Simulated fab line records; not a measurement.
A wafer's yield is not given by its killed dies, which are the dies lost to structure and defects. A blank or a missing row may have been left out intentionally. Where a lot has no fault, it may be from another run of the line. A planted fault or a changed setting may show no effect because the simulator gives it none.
Struck lot and sound lot, side by side	flow sky130	22 steps out of a route of 708
Sound: the wafers L511.1, L511.5, L511.6. The struck wafers were L509.1, L509.2, L509.4. At the end, the cause is stated.
Per side, at each step with rows, come the tool, then ch with its chambers, and then its first start. Under that, the readings that differ: sound wafers	struck wafers	difference of the means	sigmas: that difference in standard deviations of wafers without a fault.
alike: same words and numbers on both sides, and readings whose means sit less than 2 such deviations apart. not compared: any withheld reading, any reading some wafer has no value for, any bound like >300 that may hide the same value, and any number with overlapping values for which the record gives no deviation.
Wherever a step has rows on one side only, a row that says differs or no value, or a row with sigmas, the two part there. Numbers that don't overlap but have no deviation are shown without sigmas and don't part them. A reading that every wafer of one side lacks parts them only if that side has two wafers or more.

first, 1 step without rows for these wafers: SKY_LOCAL_INTERCONNECT_CLEAN_18 (cleans in O3/DIW).
SKY_CONTACT_CVD_00: deposits Si3N4, target thk 75 nm.
  sound on pecvd-04 ch 0,1,2, day 36 07:10; struck on pecvd-04 ch 0,2, day 35 22:59
  alike: heater-power-w
SKY_CONTACT_THK_MEAS_01:
  sound: film-metro-04 at day 36 07:13; struck: film-metro-04 at day 35 23:01
  alike: CONTACT_CVD_00_THK
then, 1 step without rows for these wafers: SKY_CONTACT_HDPCVD_02 (deposits SiO2, target thk 565 nm, time 94.2 s).
SKY_CONTACT_THK_MEAS_03:
  sound: film-metro-03 at day 36 07:20; struck: film-metro-02 at day 35 23:09
  alike: CONTACT_HDPCVD_THK
SKY_CONTACT_CMP_04: polishes SiO2.
  sound on cmp-02 ch 0,3, day 36 07:23; struck on cmp-01 ch 1,2,3, day 35 23:16
  alike: motor-current-A, time-to-endpoint-s
SKY_CONTACT_BOW_MEAS_05:
  sound: film-metro-04 at day 36 07:41; struck: film-metro-03 at day 35 23:31
  alike: CONTACT_BOW
then, 5 steps without rows for these wafers: SKY_CONTACT_DEHYDRATE_06 (time 60 s); SKY_CONTACT_HMDS_07 (prime time 60 s); SKY_CONTACT_COAT_08 (resist thk 60 nm); SKY_CONTACT_COAT_09 (resist thk 450 nm); SKY_CONTACT_SOFTBAKE_10 (time 90 s).
SKY_CONTACT_EXPOSE_11: exposes mask CTM1, target cd 170 nm.
  sound on krf-scanner-02 ch 0, day 36 20:47; struck on krf-scanner-01 ch 0, day 36 12:49
reading	sound	struck	difference	sigmas
exposure-dose-mJ-cm2	37.98 38.00 37.95	32.97 32.91 32.99	-5.02	-99 or more
  alike: mask, focus-offset-nm
then, 2 steps without rows for these wafers: SKY_CONTACT_PEB_12; SKY_CONTACT_DEVELOP_13 (develop time 60 s).
SKY_CONTACT_CD_MEAS_14: the cd target is 170 nm.
  sound: cd-sem-01 at day 37 10:01; struck: cd-sem-01 at day 37 01:31
reading	sound	struck	difference	sigmas
cd-nm (nm)	169.7 169.3 169.3	143.4 143.0 142.7	-26.4	-18
SKY_CONTACT_OVL_MEAS_15:
  sound: overlay-01 at day 37 10:08; struck: overlay-02 at day 37 01:38
  alike: CONTACT_OVL
SKY_CONTACT_ETCH_16: etches BARC in N2/H2, stops on SiO2, time 45.9 s, target depth 60 nm.
  sound on rie-diel-03 ch 0,1,3, day 37 10:10; struck on rie-diel-03 ch 0,1,3, day 37 01:40
reading	sound	struck	difference	sigmas
model.CONTACT.cd-nm (nm)	169.6 169.2 169.3	142.6 142.5 142.6	-26.8	
  alike: drypump-motor-current-A, oes-product-au, throttle-valve-pct
  not compared: rf-hours-counter-h
SKY_CONTACT_ETCH_17: etches SiO2 in C4F8/O2/Ar, stops on Si3N4, target depth 340 nm.
  sound on rie-diel-03 ch 0,1,3, day 37 10:12; struck on rie-diel-03 ch 0,1,3, day 37 01:43
  alike: oes-product-au
SKY_CONTACT_ETCH_18: etches Si3N4 in CHF3/O2, stops on TiN, time 39 s, target depth 75 nm.
  sound: rie-diel-03 ch 0,1,3; struck: rie-diel-03 ch 0,1,3
reading	sound	struck	difference	sigmas
model.CONTACT.cd-nm (nm)	169.2 169 169.4	142.8 142.3 142.6	-26.6	
  alike: O2_flow_sccm, drypump-motor-current-A, oes-product-au, throttle-valve-pct
  not compared: rf-hours-counter-h
SKY_CONTACT_STRIP_19: strips in O2/N2.
  sound on plasma-asher-02 ch 0,1, day 37 10:17; struck on plasma-asher-01 ch 0,1, day 37 01:48
  alike: drypump-motor-current-A, oes-product-au, strip-time-to-endpoint-s
  not compared: rf-hours-counter-h
-- the record jumps here: 13 days lie between the struck wafers' starts before and after (it left off in module CONTACT and takes up again in module PAD_OPEN, whose first step shown is number 708 of the route) --
SKY_PAD_OPEN_PROBE_99:
  sound: prober-01 at day 50 00:32; struck: prober-01 at day 49 18:41
reading	sound	struck	difference	sigmas
killed-at-contacts	17 32 23	139 144 162	+124	+21
killed-at-other	0 0 0	1 2 1	+1	+2
killed-dies	81 97 90	206 221 230	+130	+14
killed-on-rim	15 12 15	78 76 81	+64	+17
  alike: killed_at_M0_to_M3, killed_at_M4_up, killed-at-front-end, killed-open, killed-short

WHERE THEY PART
First at SKY_CONTACT_EXPOSE_11; last, within this record, at SKY_PAD_OPEN_PROBE_99.

WHY: what the simulator had put in
Drift in process parameters on krf-scanner-01 at SKY_CONTACT_EXPOSE_11, starting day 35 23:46. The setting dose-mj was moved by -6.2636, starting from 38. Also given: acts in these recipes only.
